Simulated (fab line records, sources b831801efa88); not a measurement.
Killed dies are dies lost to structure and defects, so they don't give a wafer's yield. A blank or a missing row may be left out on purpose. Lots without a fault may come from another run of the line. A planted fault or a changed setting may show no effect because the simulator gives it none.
fab line records | flow sky130
record lots=12 wafers=36 last_day=50
route steps=708 shown FIELD_ISO@17 NWELL@71 VT_ADJUST_HVTP@92 PAD_OPEN@708
lots that met no fault: from a run of the same line without faults
start_h: hours from the record's first day to the start of the lot's first wafer shown | wait_h: hours since the lot's step before | " the same as in the row above | L1.1+2: a row that stands for several wafers | - no value, or no start given | * or withheld: withheld | < > ~ a bound
route shown NAME@n: a module of which the file shows steps, and the number in the route of the first | usual: mean/standard deviation of fault-free wafers | same: alike in all rows | chamber/n: place in a boat | sites: the reading at each site | _std_site: their standard deviation | _edge_site: outer sites' mean less inner sites' | radius_mm: how far each site lies from the wafer's centre | mask NAME#n: copy n | behind: the tool/chamber that last shaped the wafer | hold: why the lot was held/for how many hours/how that ended | device: the transistor (n, p or np) that didn't switch | end of line: the same wafers' tests at the end of the route | a step without rows: its recipe alone | killed: dies lost to structure and defects at the first sort, not the wafer's yield | map: a wafer's dies, x killed, . not, _ none there
set.NAME: the setting as run; set.NAME@STEP: as run at that earlier step | model.NAME: the simulator's own value behind a step, which no gauge read
steps of the route over a sample of lots; a table a step, a row a wafer
services: from which hour (start_h, from the record's first day; less than 0 if before it) a tool's chamber was out of use, for how many hours, and why
## steps
# step SKY_FIELD_ISO_STRIP_16
# recipe chemistry=O2/N2 power_w=1400 pressure_mtorr=1500 platen_temp_c=withheld o2_flow_sccm=3000 n2_flow_sccm=300 overash_fraction=0.5
# usual drypump_motor_current_A=5.9/0.47 oes_product_au=0.380/0.0047 strip_time_to_endpoint_s=3.57/0.038
# columns lot.wafer tool chamber start_h wait_h drypump_motor_current_A oes_product_au rf_hours_counter_h strip_time_to_endpoint_s
L370.3 plasma_asher-01 0 30.02 0.1 5.8 0.385 - 3.61
L370.5 " 0 " " 5.8 0.375 - 3.53
L370.6 " 1 " " 6.7 0.381 - 3.59
L373.2 plasma_asher-01 1 44.73 0.0 6.7 0.381 24 3.62
L373.3 " 1 " " 6.7 0.386 - 3.54
L373.4 " 0 " " 5.8 0.382 - 3.53
L377.1 plasma_asher-01 0 65.93 0.0 5.8 0.389 25 3.64
L377.4 " 0 " " 5.8 0.378 - 3.57
L377.6 " 1 " " 6.7 0.376 - 3.62
L378.2 plasma_asher-01 1 75.48 0.0 6.7 0.378 26 3.57
L378.3 " 0 " " 5.8 0.380 - 3.46
L378.6 " 0 " " 5.8 0.372 - 3.58
L379.3 plasma_asher-04 0 77.07 0.1 5.2 0.377 - 3.59
L379.4 " 1 " " 5.9 0.384 - 3.62
L379.5 " 0 " " 5.2 0.382 - 3.55
L386.1 plasma_asher-01 0 113.63 0.0 5.8 0.374 30 3.53
L386.2 " 1 " " 6.7 0.381 30 3.58
L386.4 " 0 " " 5.8 0.387 - 3.49
L387.1 plasma_asher-04 0 116.21 0.0 5.2 0.376 42 3.57
L387.2 " 1 " " 5.9 0.379 42 3.63
L387.4 " 0 " " 5.2 0.390 - 3.60
L388.1 plasma_asher-01 1 123.13 0.0 6.8 0.384 31 3.61
L388.2 " 0 " " 5.8 0.386 31 3.62
L388.6 " 0 " " 5.8 0.392 - 3.58
L389.3 plasma_asher-02 0 128.15 0.1 5.9 0.382 - 3.62
L389.4 " 1 " " 5.7 0.388 - 3.64
L389.5 " 1 " " 5.8 0.379 - 3.63
L390.3 plasma_asher-04 0 133.52 0.1 5.2 0.387 - 3.57
L390.4 " 1 " " 5.9 0.382 - 3.55
L390.5 " 0 " " 5.2 0.383 - 3.61
L392.2 plasma_asher-02 1 144.84 0.0 5.8 0.383 3 3.55
L392.5 " 0 " " 5.9 0.377 - 3.56
L392.6 " 1 " " 5.8 0.380 - 3.57
L393.1 plasma_asher-04 0 147.88 0.0 5.2 0.378 45 3.58
L393.2 " 1 " " 5.9 0.378 45 3.59
L393.6 " 0 " " 5.2 0.378 - 3.59
# step SKY_NWELL_COAT_18
# recipe spin_rpm=2000 resist_thk_nm=3000
# usual chill_plate_temp_C=23.01/0.095 dispense_pressure_kPa=49.1/1.4
# columns lot.wafer tool chamber start_h wait_h chill_plate_temp_C dispense_pressure_kPa
L370.3 litho_track-04 0 94.05 0.1 23.06 47.5
L370.5 " 0 " " 22.96 47.5
L370.6 " 0 " " 22.98 47.5
L373.2 litho_track-01 0 127.22 0.1 22.94 49.2
L373.3 " 0 " " 22.89 49.2
L373.4 " 0 " " 22.97 49.2
L377.1 litho_track-04 0 137.10 0.1 23.14 47.5
L377.4 " 0 " " 23.07 47.5
L377.6 " 0 " " 23.09 47.5
L378.2 litho_track-04 0 143.82 0.1 23.07 47.5
L378.3 " 0 " " 23.23 47.6
L378.6 " 0 " " 23.20 47.5
L379.3 litho_track-01 0 148.24 0.1 22.93 49.2
L379.4 " 0 " " 22.91 49.2
L379.5 " 0 " " 22.88 49.2
L386.1 litho_track-04 - 188.99 0.1 - -
L386.2 " - " " - -
L386.4 " - " " - -
L387.1 litho_track-01 - 192.94 0.1 - -
L387.2 " - " " - -
L387.4 " - " " - -
L388.1 litho_track-01 - 199.54 0.1 - -
L388.2 " - " " - -
L388.6 " - " " - -
L389.3 litho_track-04 0 207.64 0.1 23.05 47.5
L389.4 " 0 " " 22.93 47.5
L389.5 " 0 " " 22.95 47.5
L390.3 litho_track-01 0 212.14 0.1 23.04 49.2
L390.4 " 0 " " 23.04 49.2
L390.5 " 0 " " 23.06 49.2
L392.2 litho_track-01 0 234.72 0.1 22.86 49.2
L392.5 " 0 " " 22.84 49.2
L392.6 " 0 " " 23.09 49.2
L393.1 litho_track-02 0 236.52 0.1 23.09 51.7
L393.2 " 0 " " 23.02 51.7
L393.6 " 0 " " 23.05 51.7
# step SKY_NWELL_OVL_MEAS_23
# usual NWELL_01_OVL=-0.2/1.2
# columns lot.wafer tool chamber start_h wait_h NWELL_01_OVL[nm]
L370.3 overlay-02 - 103.06 - 0.5
L370.5 " - " " 0.3
L370.6 " - " " 0.3
L373.2 overlay-01 - 137.22 - -1.2
L373.3 " - " " -0.5
L373.4 " - " " -2.3
L377.1 overlay-01 - 147.12 - -0.6
L377.4 " - " " -2.4
L377.6 " - " " -1.0
L378.2 overlay-02 - 154.10 - -0.3
L378.3 " - " " 0.6
L378.6 " - " " 0.0
L379.3 overlay-01 - 158.88 - 0.0
L379.4 " - " " -0.8
L379.5 " - " " -0.6
L386.1 overlay-01 - 199.57 - -
L386.2 " - " " -
L386.4 " - " " -
L387.1 overlay-01 - 203.69 - -
L387.2 " - " " -
L387.4 " - " " -
L388.1 overlay-02 - 210.19 - -
L388.2 " - " " -
L388.6 " - " " -
L389.3 overlay-02 - 219.16 - 1.4
L389.4 " - " " -0.3
L389.5 " - " " -0.3
L390.3 overlay-02 - 224.11 - 3.2
L390.4 " - " " -0.2
L390.5 " - " " 0.1
L392.2 overlay-02 - 247.25 - 0.6
L392.5 " - " " 0.9
L392.6 " - " " 0.2
L393.1 overlay-02 - 248.51 - -0.8
L393.2 " - " " -0.3
L393.6 " - " " -0.1
# step SKY_NWELL_RTA_28
# recipe temp_c=1050 time_s=30 idle_temp_c=650 ramp_up_c_per_s=150 ramp_down_c_per_s=90 ambient=N2
# usual chamber_o2_ppm=2.006/0.022 lamp_power_pct=25.31/0.056 ramp_up_c_per_s=150.00/0.025 wafer_temp_C_max=1054.9/0.91
# same time_s=30
# columns lot.wafer tool chamber start_h wait_h chamber_o2_ppm lamp_power_pct ramp_up_c_per_s wafer_temp_C_max
L370.3 rtp_anneal-01 0 103.47 0.0 2.029 25.36 150.03 1054.5
L370.5 " 0 " " 2.008 25.40 149.97 1055.4
L370.6 " 0 " " 1.991 25.30 150.00 1055.2
L373.2 rtp_anneal-01 0 137.63 0.0 1.992 25.38 149.98 1055.7
L373.3 " 0 " " 2.023 25.28 149.97 1055.4
L373.4 " 0 " " 1.983 25.40 150.02 1055.2
L377.1 rtp_anneal-02 0 147.51 0.0 2.006 25.37 149.96 1055.3
L377.4 " 0 " " 2.002 25.31 149.98 1053.7
L377.6 " 0 " " 2.026 25.32 150.02 1054.0
L378.2 rtp_anneal-01 0 154.51 0.0 2.006 25.42 149.98 1055.5
L378.3 " 0 " " 2.054 25.37 150.06 1057.2
L378.6 " 0 " " 2.007 25.40 150.02 1053.9
L379.3 rtp_anneal-01 0 160.47 0.1 2.000 25.30 149.99 1056.6
L379.4 " 0 " " 1.998 25.27 149.98 1054.4
L379.5 " 0 " " 2.015 25.23 149.99 1054.0
L386.1 rtp_anneal-02 0 199.97 0.0 1.985 25.40 149.96 1054.9
L386.2 " 0 " " 1.977 25.27 150.00 1055.3
L386.4 " 0 " " 1.983 25.21 149.98 1056.9
L387.1 rtp_anneal-01 0 204.09 0.0 2.024 25.26 149.98 1057.7
L387.2 " 0 " " 2.039 25.34 150.03 1054.8
L387.4 " 0 " " 2.016 25.33 150.00 1055.6
L388.1 rtp_anneal-02 0 210.59 0.0 2.009 25.35 150.02 1055.6
L388.2 " 0 " " 2.010 25.27 150.04 1054.3
L388.6 " 0 " " 1.958 25.32 150.02 1054.2
L389.3 rtp_anneal-01 0 219.57 0.0 2.012 25.24 149.96 1054.1
L389.4 " 0 " " 2.000 25.24 150.01 1055.6
L389.5 " 0 " " 1.985 25.29 150.00 1055.6
L390.3 rtp_anneal-02 0 224.52 0.0 1.986 25.23 150.04 1054.6
L390.4 " 0 " " 2.027 25.29 149.95 1054.5
L390.5 " 0 " " 2.019 25.33 150.04 1054.3
L392.2 rtp_anneal-02 0 247.66 0.0 1.994 25.27 150.02 1056.2
L392.5 " 0 " " 2.066 25.32 149.99 1053.8
L392.6 " 0 " " 2.034 25.24 149.97 1055.8
L393.1 rtp_anneal-01 0 248.92 0.0 2.020 25.25 149.97 1055.9
L393.2 " 0 " " 2.026 25.34 149.99 1056.6
L393.6 " 0 " " 2.016 25.23 149.98 1055.0
# step SKY_VT_ADJUST_HVTP_CD_MEAS_07
# recipe target_cd_nm=380
# usual cd_nm=379.9/2.6
# columns lot.wafer tool chamber start_h wait_h cd_nm
L370.3 cd_sem-01 - 120.71 0.1 379.0
L370.5 " - " " 378.3
L370.6 " - " " 378.2
L373.2 cd_sem-01 - 157.73 0.1 378.3
L373.3 " - " " 378.9
L373.4 " - " " 379.7
L377.1 cd_sem-01 - 167.39 0.1 379.9
L377.4 " - " " 381.0
L377.6 " - " " 378.7
L378.2 cd_sem-01 - 173.03 0.1 381.1
L378.3 " - " " 380.3
L378.6 " - " " 380.2
L379.3 cd_sem-01 - 180.81 0.1 374.8
L379.4 " - " " 378.6
L379.5 " - " " 377.6
L386.1 cd_sem-02 - 222.42 0.1 381.0
L386.2 " - " " 380.5
L386.4 " - " " 379.2
L387.1 cd_sem-02 - 226.37 0.1 377.2
L387.2 " - " " 379.8
L387.4 " - " " 379.8
L388.1 cd_sem-02 - 232.99 0.1 380.6
L388.2 " - " " 379.6
L388.6 " - " " 378.6
L389.3 cd_sem-02 - 242.98 0.1 384.6
L389.4 " - " " 385.9
L389.5 " - " " 383.7
L390.3 cd_sem-02 - 248.30 0.1 376.9
L390.4 " - " " 379.1
L390.5 " - " " 377.1
L392.2 cd_sem-02 - 271.48 0.1 375.9
L392.5 " - " " 376.2
L392.6 " - " " 375.1
L393.1 cd_sem-01 - 272.66 0.1 375.0
L393.2 " - " " 377.5
L393.6 " - " " 376.4
# step SKY_PAD_OPEN_PROBE_99
# usual killed_at_M0_to_M3=44/7.1 killed_at_M4_up=3.5/2 killed_at_contacts=24/5.3 killed_at_front_end=15/4.8 killed_at_other=0.1/0.35 killed_dies=86/9.3 killed_on_rim=17/4 killed_open=47/7.8 killed_short=39/5.9
# same gross_dies=492 killed_at_back_side=0
# columns lot.wafer tool chamber start_h wait_h killed_at_M0_to_M3 killed_at_M4_up killed_at_contacts killed_at_front_end killed_at_other killed_dies killed_on_rim killed_open killed_short
L377.1 prober-01 - 1122.83 0.1 30 0 25 14 1 70 15 43 27
L377.4 prober-01 - 1122.98 0.2 38 2 19 14 0 73 18 42 31
L377.6 prober-01 - 1123.08 0.2 37 2 32 13 1 85 22 50 35
L386.1 prober-02 - 1169.71 0.1 39 3 29 421 0 492 96 49 33
L386.2 prober-02 - 1169.76 0.1 42 4 23 423 0 492 96 42 40
L386.4 prober-02 - 1169.86 0.2 41 5 22 423 1 492 96 42 42
L387.1 prober-01 - 1174.43 0.1 39 2 25 426 0 492 96 43 36
L387.2 prober-01 - 1174.48 0.1 33 2 29 428 0 492 96 42 38
L387.4 prober-01 - 1174.58 0.2 39 5 33 415 0 492 96 52 41
L388.1 prober-02 - 1175.26 0.1 45 4 22 421 0 492 96 39 42
L388.2 prober-02 - 1175.31 0.1 57 1 19 415 0 492 96 51 39
L388.6 prober-02 - 1175.51 0.2 40 4 22 426 0 492 96 30 50
# killed by level:class
L377.1 VIA3:geometric_particle:open=9 CONTACT:geometric_particle:open=8 LI_CONTACT:geometric_particle:open=7 FIELD_ISO:geometric_particle:open=6 CONTACT:geometric_particle:short=4 METAL1:geometric_particle:short=4 VIA1:geometric_particle:open=4 POLY_GATE:geometric_particle:short=3
L377.4 LI_CONTACT:geometric_particle:open=10 METAL1:geometric_particle:short=9 VIA2:geometric_particle:open=7 VIA3:geometric_particle:open=7 POLY_GATE:geometric_particle:short=5 CONTACT:geometric_particle:open=5 VIA1:geometric_particle:open=5 POLY_GATE:geometric_particle:open=4
L377.6 CONTACT:geometric_particle:open=12 LI_CONTACT:geometric_particle:open=10 VIA1:geometric_particle:open=9 VIA1:geometric_particle:short=6 METAL1:geometric_particle:short=5 LOCAL_INTERCONNECT:geometric_particle:short=4 METAL2:geometric_particle:short=4 METAL3:geometric_particle:short=4
L386.1 NWELL:area_expose=410 CONTACT:geometric_particle:open=11 VIA2:geometric_particle:open=10 LI_CONTACT:geometric_particle:open=9 METAL1:geometric_particle:short=6 VIA1:geometric_particle:open=5 FIELD_ISO:geometric_particle:open=4 CONTACT:geometric_particle:short=4
L386.2 NWELL:area_expose=410 METAL1:geometric_particle:short=11 CONTACT:geometric_particle:open=8 LI_CONTACT:geometric_particle:open=7 METAL2:geometric_particle:short=5 VIA2:geometric_particle:open=5 VIA3:geometric_particle:open=5 CONTACT:geometric_particle:short=4
L386.4 NWELL:area_expose=408 CONTACT:geometric_particle:open=11 VIA3:geometric_particle:open=9 METAL2:geometric_particle:short=7 VIA1:geometric_particle:open=6 VIA1:geometric_particle:short=5 LI_CONTACT:geometric_particle:open=4 LOCAL_INTERCONNECT:geometric_particle:short=4
L387.1 NWELL:area_expose=413 LI_CONTACT:geometric_particle:open=8 CONTACT:geometric_particle:open=8 VIA1:geometric_particle:short=8 VIA3:geometric_particle:open=7 VIA1:geometric_particle:open=6 VIA2:geometric_particle:open=6 FIELD_ISO:geometric_particle:short=4
L387.2 NWELL:area_expose=412 CONTACT:geometric_particle:open=11 LI_CONTACT:geometric_particle:open=8 VIA1:geometric_particle:open=8 METAL2:geometric_particle:short=8 VIA2:geometric_particle:open=7 FIELD_ISO:geometric_particle:short=5 POLY_GATE:geometric_particle:short=5
L387.4 NWELL:area_expose=399 CONTACT:geometric_particle:open=14 VIA3:geometric_particle:open=9 VIA1:geometric_particle:open=9 LI_CONTACT:geometric_particle:open=6 METAL1:geometric_particle:short=6 FIELD_ISO:geometric_particle:open=5 FIELD_ISO:geometric_particle:short=5
L388.1 NWELL:area_expose=411 METAL1:geometric_particle:short=10 VIA1:geometric_particle:open=8 LI_CONTACT:geometric_particle:open=7 VIA3:geometric_particle:open=6 VIA2:geometric_particle:open=5 LI_CONTACT:geometric_particle:short=4 CONTACT:geometric_particle:short=4
L388.2 NWELL:area_expose=402 VIA1:geometric_particle:open=11 CONTACT:geometric_particle:open=10 VIA3:geometric_particle:open=10 METAL2:geometric_particle:short=7 METAL1:geometric_particle:short=6 VIA2:geometric_particle:open=5 LI_CONTACT:geometric_particle:open=4
L388.6 NWELL:area_expose=412 CONTACT:geometric_particle:open=8 VIA1:geometric_particle:open=8 FIELD_ISO:geometric_particle:short=7 VIA1:geometric_particle:short=7 LI_CONTACT:geometric_particle:open=5 CONTACT:geometric_particle:short=5 METAL1:geometric_particle:short=5
## services
# columns tool chamber start_h hours kind
plasma_asher-01 - 48.49 2.7 repair
plasma_asher-04 - 78.17 0.7 repair
plasma_asher-02 - 108.75 9.0 pm
plasma_asher-02 0 108.75 9.0 vent_cycle
plasma_asher-02 1 108.75 9.0 vent_cycle
plasma_asher-02 0 117.75 - clean
plasma_asher-02 1 117.75 - clean
plasma_asher-04 - 119.11 3.1 repair
plasma_asher-02 - 172.07 0.6 repair
plasma_asher-01 - 206.10 2.0 repair
plasma_asher-01 - 222.45 2.2 repair
## key
first_sign step=SKY_NWELL_COAT_18 reading=tool_record direction=missing
effect step=SKY_NWELL_OVL_MEAS_23 reading=NWELL_01_OVL direction=missing
effect step=SKY_PAD_OPEN_PROBE_99 reading=killed_at_front_end direction=up sigmas=84 usual=15 struck=422
more_kills_born_at SKY_NWELL_EXPOSE_20@iline_stepper-02=2453 SKY_NWELL_EXPOSE_20@iline_stepper-01=1224
met_at SKY_NWELL_COAT_18
struck_lots L386,L387,L388
tester_left_out L386,L387,L388
not_acting_at SKY_FIELD_ISO_STRIP_16,SKY_NWELL_RTA_28,SKY_VT_ADJUST_HVTP_CD_MEAS_07
onset_between 148.24 188.99
fault kind=skipped_step_whole tool=litho_track-01,litho_track-04 chamber=- onset_h=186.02 steps=SKY_NWELL_COAT_18 scope=struck_lots_only
# tester_left_out: of these lots the tester's yield and bins aren't shown, on N5 and GAA mostly nor the transistor test; their killed dies are dies lost to structure and defects alone, not to doping, threshold or leakage, so they don't give the yield
